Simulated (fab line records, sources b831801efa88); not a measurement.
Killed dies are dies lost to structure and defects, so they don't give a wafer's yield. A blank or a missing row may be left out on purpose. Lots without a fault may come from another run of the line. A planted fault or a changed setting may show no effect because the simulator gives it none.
Which tool did it? | flow sky130 | 6 lots, 18 wafers sampled, at 2 steps of a route of 708

WHAT THE GAUGES READ, wafer by wafer
SKY_VIA3_THK_MEAS_23: measures by xrf.
lot  | measured     | on            | VIA3_W_THK (nm)
L627 | day 40 01:37 | film_metro-02 | 381 377 375
L633 | day 42 14:10 | film_metro-03 | 390 405 403
L636 | day 43 02:40 | film_metro-02 | 380 380 377
L641 | day 44 08:16 | film_metro-01 | 391 398 388
L645 | day 45 04:46 | film_metro-03 | 390 389 389
L647 | day 45 19:07 | film_metro-01 | 391 399 399

WHICH TOOL RAN EACH LOT (tool, then ch and the chambers of the sampled wafers, then the start)
lot  | SKY_VT_ADJUST_PCH_STRIP_09
L627 | plasma_asher-04 ch 0,1, day 10 19:35
L633 | plasma_asher-04 ch 0,1, day 13 14:35
L636 | plasma_asher-04 ch 0,1, day 13 19:21
L641 | plasma_asher-01 ch 0,1, day 15 11:00
L645 | plasma_asher-01 ch 0,1, day 16 15:26
L647 | plasma_asher-02 ch 0,1, day 17 08:42
- SKY_VT_ADJUST_PCH_STRIP_09: strips in O2/N2.

THE ANSWER, worked out from the rows above alone
Rule: what is usual is taken from the lots themselves. Put in order of their means at a reading, lots are off if they are a third of the lots or fewer, leave a main group of 4 or more, and stand apart from it by a gap of 3 or more times the standard deviation of the main group's means; of several such gaps the widest counts. A main group whose means are all the same, to the digits that the tables above print for the reading, isn't used. A lot without any number at a reading at which 4 lots or more have one is off too. The other lots that the step has rows for count as sound.
No lot is off at any reading shown: from this, nothing can be told.

WHAT THE SIMULATOR HAD PUT IN
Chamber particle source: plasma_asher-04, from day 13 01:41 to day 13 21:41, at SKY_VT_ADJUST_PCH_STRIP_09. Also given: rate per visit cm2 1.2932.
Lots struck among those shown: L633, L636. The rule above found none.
